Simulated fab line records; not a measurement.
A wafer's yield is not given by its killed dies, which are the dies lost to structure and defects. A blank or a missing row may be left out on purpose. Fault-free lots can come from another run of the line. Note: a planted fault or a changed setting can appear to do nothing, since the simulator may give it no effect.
Matching of chambers	flow gf180mcu	GF_CONTACT_CMP_04 on cmp-02: 4 sister chambers
The step polishes SiO2. 24 wafers are shown with their chamber, then 12 later ones without.

WAFERS WITH THEIR CHAMBER
wafer	chamber	motor-current-A (A)	time-to-endpoint-s (s)
L074.1	0	12.2	108
L074.2	1	12.9	109
L074.6	0	12.7	118
L074.3	3	12.2	105
L074.4	2	11.0	108
L074.5	1	12.6	115
L075.2	1	13.0	111
L075.3	3	11.6	110
L075.6	0	12.0	115
L075.1	0	11.7	111
L075.4	2	11.2	113
L075.5	3	12.4	115
L076.1	2	11.1	110
L076.5	0	12.7	119
L076.6	3	12.6	117
L078.1	3	11.6	108
L078.4	2	11.3	116
L078.5	0	12.7	122
L080.1	3	12.3	117
L080.2	0	12.7	110
L080.3	2	10.6	116
L080.4	1	12.4	123
L080.5	1	12.7	130
L080.6	0	12.2	121

SIGNATURES (means of the wafers above)
reading	chamber 0	chamber 1	chamber 2	chamber 3	scatter within a chamber
motor-current-A	12.362	12.720	11.040	12.117	0.353
time-to-endpoint-s	115.50	117.60	112.60	112.00	5.85
Rule: a wafer lies at a distance from a chamber equal to the root of the sum of squares, over the readings, of (its reading less the chamber's mean, divided by the reading's scatter). The wafer belongs to the nearest chamber; if the next one is less than 2 further off, it can't be placed. The scatter: take each reading less its chamber's mean, square it, sum over the shown wafers, divide by the number of wafers less the number of chambers, and take the root.

WAFERS WITH NO CHAMBER GIVEN
wafer	motor-current-A (A)	time-to-endpoint-s (s)
L083.1	13.1	104
L083.2	12.6	105
L083.3	11.8	101
L085.3	13.2	108
L085.4	12.1	107
L085.6	12.0	103
L091.2	12.0	110
L091.5	13.2	115
L091.6	10.8	110
L097.1	12.0	111
L097.2	10.7	109
L097.5	12.2	120

CHAMBER TAKEN BY EACH
wafer	from the rows above	in truth
L083.1	can't be placed: 1 or 0 or 3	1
L083.2	can't be placed: 3 or 0 or 1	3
L083.3	can't be placed: 3 or 2 or 0 or 1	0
L085.3	can't be placed: 1 or 0 or 3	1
L085.4	can't be placed: 3 or 0 or 1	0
L085.6	can't be placed: 3 or 0 or 2 or 1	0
L091.2	can't be placed: 3 or 0 or 1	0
L091.5	can't be placed: 1 or 0 or 3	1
L091.6	2	2
L097.1	can't be placed: 3 or 0 or 1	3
L097.2	2	2
L097.5	can't be placed: 0 or 3 or 1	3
Placed correctly: 2 of 12. Can't be placed from these rows: 10 (the true chamber is among the candidates in 10). Placed wrongly: 0.
